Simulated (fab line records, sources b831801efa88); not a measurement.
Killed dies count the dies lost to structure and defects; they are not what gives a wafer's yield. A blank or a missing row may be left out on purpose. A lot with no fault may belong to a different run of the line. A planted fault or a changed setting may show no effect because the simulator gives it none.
Which tool is to blame? + flow gf180mcu + Sampling: 24 lots, 72 wafers, 4 of 602 route steps

WHAT EACH GAUGE READ, for each wafer
GF_STI_BOW_MEAS_00. Usual: INCOMING_BOW typically reads -1 um, with standard deviation 6.3.
| lot  | measured    | on            | INCOMING_BOW (um) | flag |
|------|-------------|---------------|-------------------|------|
| L074 | day 1 10:00 | film_metro-02 | 7 2 -1            |      |
| L075 | day 1 15:02 | film_metro-02 | 10 -2 17          |      |
| L076 | day 1 20:00 | film_metro-01 | -4 2 5            |      |
| L077 | day 2 01:01 | film_metro-03 | -1 -9 5           |      |
| L078 | day 2 06:02 | film_metro-03 | 3 -4 -4           |      |
| L079 | day 2 11:01 | film_metro-03 | -13 -13 -2        |      |
| L080 | day 2 16:00 | film_metro-03 | 6 -13 -1          |      |
| L081 | day 2 21:00 | film_metro-01 | 1 -1 -1           |      |
| L082 | day 3 02:04 | film_metro-01 | 8 4 -2            |      |
| L083 | day 3 07:00 | film_metro-01 | -11 0 -3          |      |
| L084 | day 3 12:01 | film_metro-01 | 1 1 1             |      |
| L085 | day 3 17:01 | film_metro-01 | 5 -3 -9           |      |
| L086 | day 3 22:00 | film_metro-02 | -1 2 -1           |      |
| L087 | day 4 03:00 | film_metro-01 | 0 -4 -9           |      |
| L088 | day 4 08:00 | film_metro-01 | 4 13 -2           |      |
| L089 | day 4 13:02 | film_metro-03 | 4 1 -6            |      |
| L090 | day 4 18:02 | film_metro-01 | -3 -10 5          |      |
| L091 | day 4 23:00 | film_metro-03 | 0 2 -4            |      |
| L092 | day 5 04:01 | film_metro-02 | 9 -2 -4           |      |
| L093 | day 5 09:02 | film_metro-02 | -2 -6 0           |      |
| L094 | day 5 14:00 | film_metro-01 | -9 -9 -1          |      |
| L095 | day 5 19:02 | film_metro-02 | -5 -3 2           |      |
| L096 | day 6 00:00 | film_metro-03 | 7 4 13            |      |
| L097 | day 6 05:01 | film_metro-02 | 2 -10 -6          |      |

GF_M3_RS_MEAS_05: measurement is done with a four-point probe. Usual: M3_ALCU_RS typically reads 0.0689 ohm/sq, with standard deviation 0.00087.
| lot  | measured     | on            | M3_ALCU_RS (ohm/sq)  | flag |
|------|--------------|---------------|----------------------|------|
| L074 | day 20 08:50 | film_metro-02 | 0.0700 0.0702 0.0695 |      |
| L075 | day 21 00:42 | film_metro-02 | 0.0698 0.0708 0.0701 |      |
| L076 | day 21 04:02 | film_metro-02 | 0.0685 0.0689 0.0690 |      |
| L077 | day 21 11:55 | film_metro-02 | 0.0690 0.0684 0.0686 |      |
| L078 | day 21 20:37 | film_metro-04 | 0.0703 0.0693 0.0696 |      |
| L079 | day 22 10:50 | film_metro-01 | 0.0687 0.0689 0.0686 |      |
| L080 | day 22 18:08 | film_metro-01 | 0.0704 0.0697 0.0700 |      |
| L081 | day 23 04:05 | film_metro-01 | 0.0678 0.0681 0.0687 |      |
| L082 | day 23 12:31 | film_metro-04 | 0.0689 0.0693 0.0692 |      |
| L083 | day 23 20:01 | film_metro-04 | 0.0690 0.0693 0.0689 |      |
| L084 | day 24 09:19 | film_metro-04 | 0.0688 0.0686 0.0686 |      |
| L085 | day 24 11:31 | film_metro-04 | 0.0675 0.0676 0.0680 |      |
| L086 | day 24 23:05 | film_metro-04 | 0.0696 0.0702 0.0687 |      |
| L087 | day 25 00:31 | film_metro-01 | 0.0683 0.0682 0.0684 |      |
| L088 | day 25 14:47 | film_metro-04 | 0.0687 0.0678 0.0685 |      |
| L089 | day 25 19:37 | film_metro-01 | 0.0690 0.0687 0.0697 |      |
| L090 | day 26 03:17 | film_metro-04 | 0.0689 0.0689 0.0684 |      |
| L091 | day 26 08:18 | film_metro-02 | 0.0687 0.0680 0.0679 |      |
| L092 | day 26 18:24 | film_metro-04 | 0.0688 0.0695 0.0689 |      |
| L093 | day 26 23:38 | film_metro-01 | 0.0670 0.0684 0.0682 |      |
| L094 | day 27 06:59 | film_metro-02 | 0.0677 0.0688 0.0689 |      |
| L095 | day 27 12:21 | film_metro-04 | 0.0706 0.0713 0.0703 |      |
| L096 | day 27 18:47 | film_metro-01 | 0.0707 0.0703 0.0700 |      |
| L097 | day 28 00:15 | film_metro-01 | 0.0672 0.0676 0.0673 |      |

EACH LOT AND THE TOOL THAT RAN IT (in order: tool; ch and the chambers of the sampled wafers; start)
| lot  | GF_V1_ETCH_16                      | GF_M2_SPUTTER_01             |
|------|------------------------------------|------------------------------|
| L074 | rie_diel-04 ch 0,1, day 18 03:13   | pvd_sputter-04, day 18 04:43 |
| L075 | rie_diel-02 ch 1,2,3, day 18 18:52 | pvd_sputter-01, day 18 20:26 |
| L076 | rie_diel-04 ch 0,2,3, day 18 22:13 | pvd_sputter-01, day 18 23:41 |
| L077 | rie_diel-03 ch 1,2,3, day 19 06:16 | pvd_sputter-01, day 19 07:43 |
| L078 | rie_diel-03 ch 0,2,3, day 19 14:55 | pvd_sputter-02, day 19 16:23 |
| L079 | rie_diel-03 ch 1,2,3, day 20 05:13 | pvd_sputter-02, day 20 07:07 |
| L080 | rie_diel-02 ch 0,3, day 20 14:01   | pvd_sputter-01, day 20 15:28 |
| L081 | rie_diel-04 ch 0,1,2, day 20 23:31 | pvd_sputter-02, day 21 01:03 |
| L082 | rie_diel-03 ch 1,2,3, day 21 07:48 | pvd_sputter-01, day 21 09:16 |
| L083 | rie_diel-03 ch 2,3, day 21 14:18   | pvd_sputter-01, day 21 15:46 |
| L084 | rie_diel-03 ch 0,1,3, day 22 06:27 | pvd_sputter-02, day 22 07:55 |
| L085 | rie_diel-03 ch 0,1,2, day 22 08:16 | pvd_sputter-01, day 22 10:24 |
| L086 | rie_diel-04 ch 1,2,3, day 22 21:18 | pvd_sputter-02, day 22 22:46 |
| L087 | rie_diel-03 ch 0,1,3, day 22 23:16 | pvd_sputter-02, day 23 00:44 |
| L088 | rie_diel-02 ch 0,1,3, day 23 13:18 | pvd_sputter-01, day 23 14:47 |
| L089 | rie_diel-03 ch 2,3, day 23 18:55   | pvd_sputter-01, day 23 20:46 |
| L090 | rie_diel-04 ch 2,3, day 24 02:49   | pvd_sputter-02, day 24 04:35 |
| L091 | rie_diel-03 ch 1,2,3, day 24 08:19 | pvd_sputter-02, day 24 09:47 |
| L092 | rie_diel-04 ch 0,1, day 24 19:19   | pvd_sputter-02, day 24 20:47 |
| L093 | rie_diel-02 ch 2,3, day 25 00:45   | pvd_sputter-02, day 25 02:13 |
| L094 | rie_diel-03 ch 0,1,3, day 25 08:09 | pvd_sputter-02, day 25 10:04 |
| L095 | rie_diel-03 ch 1,3, day 25 13:39   | pvd_sputter-02, day 25 15:13 |
| L096 | rie_diel-02 ch 1,2,3, day 25 21:27 | pvd_sputter-04, day 25 22:55 |
| L097 | rie_diel-04 ch 0,2, day 26 02:15   | pvd_sputter-04, day 26 04:02 |
- GF_V1_ETCH_16: etches BARC in N2/H2.
- GF_M2_SPUTTER_01: material TiN, target thk 30 nm, time 25 s.

WHAT THE TOOLS THEMSELVES READ (means of the sampled wafers that have a number; where no wafer has one, the mark that the record gives instead)
GF_V1_ETCH_16. Usual: drypump_motor_current_A 5.7 A, standard deviation 0.48; oes_product_au 0.855 a.u., standard deviation 0.0046; throttle_valve_pct 13.226 %, standard deviation 0.0095.
| lot  | tool        | drypump_motor_current_A (A) | oes_product_au (a.u.) | throttle_valve_pct (%) | flag |
|------|-------------|-----------------------------|-----------------------|------------------------|------|
| L074 | rie_diel-04 | 5.4                         | 0.856                 | 13.222                 |      |
| L075 | rie_diel-02 | 5.9                         | 0.856                 | 13.229                 |      |
| L076 | rie_diel-04 | 6.0                         | 0.853                 | 13.231                 |      |
| L077 | rie_diel-03 | 5.7                         | 0.853                 | 13.222                 |      |
| L078 | rie_diel-03 | 5.7                         | 0.852                 | 13.227                 |      |
| L079 | rie_diel-03 | 5.7                         | 0.858                 | 13.228                 |      |
| L080 | rie_diel-02 | 5.7                         | 0.858                 | 13.224                 |      |
| L081 | rie_diel-04 | 5.7                         | 0.860                 | 13.221                 |      |
| L082 | rie_diel-03 | 5.7                         | 0.859                 | 13.242                 |      |
| L083 | rie_diel-03 | 5.7                         | 0.856                 | 13.239                 |      |
| L084 | rie_diel-03 | 5.9                         | 0.852                 | 13.230                 |      |
| L085 | rie_diel-03 | 5.6                         | 0.855                 | 13.226                 |      |
| L086 | rie_diel-04 | 5.5                         | 0.858                 | 13.225                 |      |
| L087 | rie_diel-03 | 5.9                         | 0.852                 | 13.227                 |      |
| L088 | rie_diel-02 | 5.6                         | 0.856                 | 13.225                 |      |
| L089 | rie_diel-03 | 5.5                         | 0.859                 | 13.229                 |      |
| L090 | rie_diel-04 | 5.7                         | 0.861                 | 13.231                 |      |
| L091 | rie_diel-03 | 5.7                         | 0.852                 | 13.225                 |      |
| L092 | rie_diel-04 | 5.3                         | 0.853                 | 13.227                 |      |
| L093 | rie_diel-02 | 6.0                         | 0.857                 | 13.223                 |      |
| L094 | rie_diel-03 | 5.9                         | 0.856                 | 13.228                 |      |
| L095 | rie_diel-03 | 5.9                         | 0.853                 | 13.228                 |      |
| L096 | rie_diel-02 | 5.9                         | 0.853                 | 13.216                 |      |
| L097 | rie_diel-04 | 6.2                         | 0.859                 | 13.223                 |      |

GF_M2_SPUTTER_01. Usual: throttle_valve_pct reads 29.2 % (standard deviation 0.84).
| lot  | tool           | throttle_valve_pct (%) | flag |
|------|----------------|------------------------|------|
| L074 | pvd_sputter-04 | 29.8                   |      |
| L075 | pvd_sputter-01 | 28.4                   |      |
| L076 | pvd_sputter-01 | 29.0                   |      |
| L077 | pvd_sputter-01 | 29.0                   |      |
| L078 | pvd_sputter-02 | 29.8                   |      |
| L079 | pvd_sputter-02 | 29.3                   |      |
| L080 | pvd_sputter-01 | 28.9                   |      |
| L081 | pvd_sputter-02 | 29.8                   |      |
| L082 | pvd_sputter-01 | 28.6                   |      |
| L083 | pvd_sputter-01 | 29.0                   |      |
| L084 | pvd_sputter-02 | 29.3                   |      |
| L085 | pvd_sputter-01 | 28.6                   |      |
| L086 | pvd_sputter-02 | 29.4                   |      |
| L087 | pvd_sputter-02 | 29.2                   |      |
| L088 | pvd_sputter-01 | 29.1                   |      |
| L089 | pvd_sputter-01 | 28.0                   |      |
| L090 | pvd_sputter-02 | 29.7                   |      |
| L091 | pvd_sputter-02 | 29.1                   |      |
| L092 | pvd_sputter-02 | 29.7                   |      |
| L093 | pvd_sputter-02 | 29.7                   |      |
| L094 | pvd_sputter-02 | 29.7                   |      |
| L095 | pvd_sputter-02 | 29.9                   |      |
| L096 | pvd_sputter-04 | 30.2                   |      |
| L097 | pvd_sputter-04 | 29.9                   |      |

THE ANSWER, worked out from the rows above alone
Rule: a lot counts as off when the mean over its wafers that have a number is more than 3 standard deviations away from the usual mean. Also off: a lot with no number at a reading for which 4 or more lots have one. The other lots that the step has rows for count as sound. First the gauges in route order, then the tools' own readings, where a lot's mean is used as printed above. The first step at which some lot is off is used, and at that step the reading that is off furthest; a lot without a number counts as furthest.
Nothing can be told from this: no lot is off at any reading shown.

WHAT THE SIMULATOR HAD INSERTED
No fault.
